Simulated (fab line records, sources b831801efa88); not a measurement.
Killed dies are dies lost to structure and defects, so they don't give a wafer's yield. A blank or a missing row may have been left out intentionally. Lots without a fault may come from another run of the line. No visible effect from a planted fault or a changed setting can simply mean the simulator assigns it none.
fab line records | flow sky130 | part 2 of 2: steps 33 to 41 of 41
[record] lots = 5 | wafers = 15 | lastDay = 48
route steps=708 shown CAPM@553 METAL3@555 VIA3@573
lots with no fault: from the same line, run without faults
startH: hours from the record's first day to the start of the lot's first wafer shown | waitH: how many hours have passed since the lot's step before this one | " the same as in the row above | L1.1+2: one row covering several wafers at once | - no value present, or no start provided | * or withheld: withheld | < > ~ a bound
route shown NAME@n: NAME is a module with steps in the file, n the number in the route of the first one | usual: mean and standard deviation over wafers with no fault | same: alike in all rows | chamber/n: place in a boat | sites: per-site readings | _std_site: standard deviation of those values | _edge_site: outer sites' mean less inner sites' | radiusMm: for every site, how far away it sits from the centre of the wafer | mask NAME#n: copy n | behind: tool/chamber where the wafer was last shaped | hold: why the lot was held/for how many hours/how that ended | device: the n, p or np transistor that did not switch | end of line: tests run on the same wafers once the route is complete | where a step has no rows: the recipe by itself | killed: dies that structure and defects cost at the first sort, which is not the same as the wafer's yield | map: shows each die of a wafer: x if killed, . if not, _ if none is there
set.NAME: the run value of the setting; set.NAME@STEP: its run value at that earlier step | model.NAME: the simulator's own value behind a step, which no gauge read
lots seen at some steps along the route; tables by step, rows by wafer
services: from which hour (startH, from the record's first day; less than 0 if before it) a tool's chamber was out of use, for how many hours, and why
[[steps]]
[step SKY_VIA3_CD_MEAS_12]
[recipe] targetCdNm = 200
[usual] cdNm = 199.8/1.6
lot.wafer | tool     | chamber | startH  | waitH | cdNm
L074.1    | cdSem-02 | -       | 930.08  | -     | 200.7
L074.4    | "        | -       | "       | "     | 199.4
L074.6    | "        | -       | "       | "     | 200.7
L077.2    | cdSem-01 | -       | 944.49  | -     | 202.4
L077.4    | "        | -       | "       | "     | 201.6
L077.5    | "        | -       | "       | "     | 201.1
L081.4    | cdSem-01 | -       | 986.09  | -     | 200.5
L081.5    | "        | -       | "       | "     | 200.1
L081.6    | "        | -       | "       | "     | 200.5
L086.3    | cdSem-02 | -       | 1013.46 | -     | 199.7
L086.4    | "        | -       | "       | "     | 199.6
L086.5    | "        | -       | "       | "     | 200.6
L088.1    | cdSem-02 | -       | 1030.12 | -     | 197.7
L088.3    | "        | -       | "       | "     | 199.0
L088.6    | "        | -       | "       | "     | 196.9
[step SKY_VIA3_OVL_MEAS_13]
[usual] VIA3_OVL = 1/5.4
lot.wafer | tool       | chamber | startH  | waitH | VIA3_OVL[nm]
L074.1    | overlay-02 | -       | 930.20  | 0.1   | -3
L074.4    | "          | -       | "       | "     | -2
L074.6    | "          | -       | "       | "     | -2
L077.2    | overlay-02 | -       | 944.59  | 0.1   | 3
L077.4    | "          | -       | "       | "     | 1
L077.5    | "          | -       | "       | "     | -9
L081.4    | overlay-01 | -       | 986.17  | 0.1   | 3
L081.5    | "          | -       | "       | "     | 3
L081.6    | "          | -       | "       | "     | 10
L086.3    | overlay-02 | -       | 1013.55 | 0.1   | 1
L086.4    | "          | -       | "       | "     | 1
L086.5    | "          | -       | "       | "     | -3
L088.1    | overlay-02 | -       | 1030.24 | 0.1   | 0
L088.3    | "          | -       | "       | "     | 3
L088.6    | "          | -       | "       | "     | 4
[step SKY_VIA3_ETCH_14]
[recipe] chemistry = N2/H2 | target = BARC | ionEnergyEv = 200 | sourceW = 500 | biasW = 100 | pressureMtorr = 30 | n2FlowSccm = 100 | h2FlowSccm = 200 | stopOn = SiO2 | timeS = 45.9 | targetDepthA = 600
[usual] biasW = 99.95/0.28 | drypumpMotorCurrentA = 5.8/0.4 | oesProductAu = 0.855/0.0047 | throttleValvePct = 13.226/0.0092
lot.wafer | tool       | chamber | startH  | waitH | biasW  | drypumpMotorCurrentA | oesProductAu | rfHoursCounterH | throttleValvePct
L074.1    | rieDiel-03 | 0       | 930.24  | 0.0   | 100.12 | 6.0                  | 0.846        | 28              | 13.235
L074.4    | "          | 0       | "       | "     | 100.08 | 6.0                  | 0.851        | -               | 13.236
L074.6    | "          | 2       | "       | "     | 100.15 | 5.3                  | 0.856        | -               | 13.230
L077.2    | rieDiel-03 | 2       | 944.62  | 0.0   | 100.02 | 5.3                  | 0.856        | 9               | 13.214
L077.4    | "          | 1       | "       | "     | 99.67  | 5.6                  | 0.856        | 2               | 13.220
L077.5    | "          | 1       | "       | "     | 99.78  | 5.6                  | 0.862        | -               | 13.235
L081.4    | rieDiel-02 | 1       | 986.19  | 0.0   | 99.50  | 5.7                  | 0.854        | 11              | 13.213
L081.5    | "          | 1       | "       | "     | 99.85  | 5.7                  | 0.866        | -               | 13.227
L081.6    | "          | 0       | "       | "     | 99.98  | 5.2                  | 0.858        | -               | 13.222
L086.3    | rieDiel-02 | 2       | 1013.57 | 0.0   | 99.92  | 5.8                  | 0.860        | 13              | 13.222
L086.4    | "          | 1       | "       | "     | 99.96  | 5.7                  | 0.853        | 12              | 13.227
L086.5    | "          | 0       | "       | "     | 100.00 | 5.2                  | 0.858        | -               | 13.222
L088.1    | rieDiel-03 | 3       | 1030.27 | 0.0   | 99.68  | 6.2                  | 0.850        | 19              | 13.230
L088.3    | "          | 2       | "       | "     | 99.43  | 5.3                  | 0.854        | 12              | 13.227
L088.6    | "          | 2       | "       | "     | 100.14 | 5.4                  | 0.861        | -               | 13.220
[step SKY_VIA3_ETCH_15]
[recipe] target = SiO2 | chemistry = C4F8/O2/Ar | targetDepthNm = 507 | stopOn = TiN | maskMaterial = KrF-thick | sourceW = 1500 | biasW = 1200 | pressureMtorr = 40 | c4f8FlowSccm = withheld | O2_flow_sccm = 6 | Ar_flow_sccm = 300 | timeS = 78
[usual] biasW = 1200/3.6 | oesProductAu = 0.946/0.0052
lot.wafer | tool       | chamber | startH  | waitH | biasW | oesProductAu | rfHoursCounterH
L074.1    | rieDiel-03 | 0       | 930.28  | 0.0   | 1196  | 0.945        | 28
L074.4    | "          | 0       | "       | "     | 1196  | 0.948        | -
L074.6    | "          | 2       | "       | "     | 1198  | 0.937        | -
L077.2    | rieDiel-03 | 2       | 944.67  | 0.0   | 1196  | 0.940        | 9
L077.4    | "          | 1       | "       | "     | 1200  | 0.944        | 2
L077.5    | "          | 1       | "       | "     | 1201  | 0.945        | -
L081.4    | rieDiel-02 | 1       | 986.23  | 0.0   | 1196  | 0.949        | 11
L081.5    | "          | 1       | "       | "     | 1201  | 0.937        | -
L081.6    | "          | 0       | "       | "     | 1205  | 0.946        | -
L086.3    | rieDiel-02 | 2       | 1013.62 | 0.0   | 1200  | 0.945        | 14
L086.4    | "          | 1       | "       | "     | 1197  | 0.947        | 12
L086.5    | "          | 0       | "       | "     | 1195  | 0.941        | -
L088.1    | rieDiel-03 | 3       | 1030.32 | 0.0   | 1197  | 0.942        | 19
L088.3    | "          | 2       | "       | "     | 1209  | 0.944        | 12
L088.6    | "          | 2       | "       | "     | 1207  | 0.945        | -
[step SKY_VIA3_STRIP_16]
[recipe] chemistry = O2/N2 | powerW = 1400 | pressureMtorr = 1500 | platenTempC = withheld | o2FlowSccm = 3000 | n2FlowSccm = 300 | overashFraction = 0.5
[usual] drypumpMotorCurrentA = 5.7/0.56 | oesProductAu = 0.402/0.0052 | stripTimeToEndpointS = 4.13/0.037
lot.wafer | tool           | chamber | startH  | waitH | drypumpMotorCurrentA | oesProductAu | rfHoursCounterH | stripTimeToEndpointS
L074.1    | plasmaAsher-01 | 1       | 930.34  | 0.0   | 5.4                  | 0.407        | 79              | 4.16
L074.4    | "              | 1       | "       | "     | 5.4                  | 0.400        | -               | 4.17
L074.6    | "              | 1       | "       | "     | 5.4                  | 0.394        | -               | 4.18
L077.2    | plasmaAsher-03 | 1       | 944.73  | 0.0   | 5.3                  | 0.405        | 112             | 4.15
L077.4    | "              | 1       | "       | "     | 5.4                  | 0.406        | -               | 4.14
L077.5    | "              | 0       | "       | "     | 6.5                  | 0.406        | -               | 4.13
L081.4    | plasmaAsher-04 | 0       | 986.32  | 0.1   | 5.3                  | 0.409        | -               | 4.13
L081.5    | "              | 0       | "       | "     | 5.3                  | 0.404        | -               | 4.13
L081.6    | "              | 1       | "       | "     | 5.3                  | 0.401        | -               | 4.09
L086.3    | plasmaAsher-01 | 1       | 1013.71 | 0.1   | 5.4                  | 0.398        | -               | 4.09
L086.4    | "              | 0       | "       | "     | 6.6                  | 0.401        | -               | 4.11
L086.5    | "              | 0       | "       | "     | 6.6                  | 0.398        | -               | 4.04
L088.1    | plasmaAsher-03 | 0       | 1030.38 | 0.0   | 6.5                  | 0.411        | 120             | 4.15
L088.3    | "              | 1       | "       | "     | 5.4                  | 0.399        | -               | 4.19
L088.6    | "              | 0       | "       | "     | 6.5                  | 0.402        | -               | 4.19
[step SKY_VIA3_STRIP_17]
[recipe] chemistry = postEtchResidueRemover | timeS = 1200 | tempC = 72.5
[usual] bathGuardTempC = 72.7/0.47
lot.wafer | tool        | chamber | startH  | waitH | bathGuardTempC
L074.1    | wetBench-01 | 0       | 930.44  | 0.1   | 71.9
L074.4    | "           | 0       | "       | "     | 72.3
L074.6    | "           | 0       | "       | "     | 72.3
L077.2    | wetBench-01 | 1       | 944.83  | 0.1   | 72.8
L077.4    | "           | 1       | "       | "     | 72.8
L077.5    | "           | 1       | "       | "     | 72.6
L081.4    | wetBench-02 | 1       | 986.39  | 0.0   | 73.0
L081.5    | "           | 1       | "       | "     | 72.7
L081.6    | "           | 1       | "       | "     | 73.1
L086.3    | wetBench-03 | 1       | 1013.78 | 0.0   | 72.5
L086.4    | "           | 1       | "       | "     | 72.5
L086.5    | "           | 1       | "       | "     | 72.5
L088.1    | wetBench-02 | 1       | 1030.48 | 0.1   | 72.8
L088.3    | "           | 1       | "       | "     | 72.6
L088.6    | "           | 1       | "       | "     | 72.6
[step SKY_VIA3_CLEAN_18]
[recipe] chemistry = IPA | timeS = 180 | tempC = 25
lot.wafer  | tool        | chamber | startH  | waitH
L074.1+4+6 | wetBench-03 | 1       | 930.78  | 0.0
L077.2+4+5 | wetBench-03 | 3       | 945.17  | 0.0
L081.4+5+6 | wetBench-01 | 2       | 986.73  | 0.0
L086.3+4+5 | wetBench-02 | 0       | 1014.12 | 0.0
L088.1+3+6 | wetBench-01 | 2       | 1030.82 | 0.0
[step SKY_VIA3_CLEAN_19]
[recipe] chemistry = O3/DIW | dry = n2Spin
lot.wafer  | tool        | chamber | startH  | waitH
L074.1+4+6 | wetBench-01 | 0       | 930.90  | 0.0
L077.2+4+5 | wetBench-01 | 0       | 945.23  | 0.0
L081.4+5+6 | wetBench-02 | 2       | 986.79  | 0.0
L086.3+4+5 | wetBench-03 | 2       | 1014.18 | 0.0
L088.1+3+6 | wetBench-02 | 1       | 1030.88 | 0.0
[step SKY_VIA3_SPUTTER_20]
[recipe] material = TiN | targetThkNm = 20 | chamberPressurePa = 5 | powerW = 4000 | timeS = 80
[usual] throttleValvePct = 30.0/0.97
lot.wafer | tool          | chamber | startH  | waitH | throttleValvePct
L074.1    | pvdSputter-01 | -       | 930.99  | 0.0   | 31.2
L074.4    | "             | -       | "       | "     | 29.0
L074.6    | "             | -       | "       | "     | 29.5
L077.2    | pvdSputter-01 | -       | 945.32  | 0.0   | 29.5
L077.4    | "             | -       | "       | "     | 28.8
L077.5    | "             | -       | "       | "     | 31.3
L081.4    | pvdSputter-03 | -       | 986.91  | 0.0   | 29.7
L081.5    | "             | -       | "       | "     | 30.2
L081.6    | "             | -       | "       | "     | 31.0
L086.3    | pvdSputter-01 | -       | 1014.27 | 0.0   | 29.6
L086.4    | "             | -       | "       | "     | 29.6
L086.5    | "             | -       | "       | "     | 29.8
L088.1    | pvdSputter-01 | -       | 1030.97 | 0.0   | 28.8
L088.3    | "             | -       | "       | "     | 31.1
L088.6    | "             | -       | "       | "     | 28.7
[[services]]
tool           | chamber | startH  | hours | kind
cmp-01         | -       | 853.38  | 0.8   | repair
rieDiel-02     | 2       | 859.79  | 1.9   | repair
cmp-01         | -       | 860.90  | 0.3   | repair
krfScanner-01  | -       | 863.07  | 1.0   | pm
rieMetal-01    | -       | 864.21  | 2.8   | pm
wetBench-02    | -       | 873.89  | 2.0   | repair
krfScanner-01  | -       | 890.05  | 0.3   | repair
rieDiel-02     | 1       | 897.06  | 14.5  | repair
rieDiel-03     | -       | 902.65  | 15.6  | pm
plasmaAsher-01 | -       | 904.09  | 1.9   | repair
rieMetal-01    | 0       | 906.59  | 1.2   | repair
cmp-01         | -       | 912.00  | 4.0   | pm
plasmaAsher-01 | -       | 918.16  | 0.6   | repair
wetBench-02    | -       | 921.96  | 35.0  | repair
rieDiel-02     | 3       | 927.68  | 4.2   | repair
rieDiel-03     | 1       | 928.77  | 10.6  | repair
krfScanner-01  | -       | 931.50  | 1.3   | pm
cmp-01         | -       | 947.38  | 4.5   | repair
krfScanner-01  | -       | 954.20  | 0.3   | repair
krfScanner-01  | -       | 965.79  | 0.1   | repair
krfScanner-01  | -       | 968.71  | 0.8   | pm
rieDiel-02     | 0       | 974.20  | 7.0   | repair
rieDiel-02     | 1       | 975.35  | 4.3   | repair
krfScanner-01  | -       | 1013.31 | 15.5  | repair
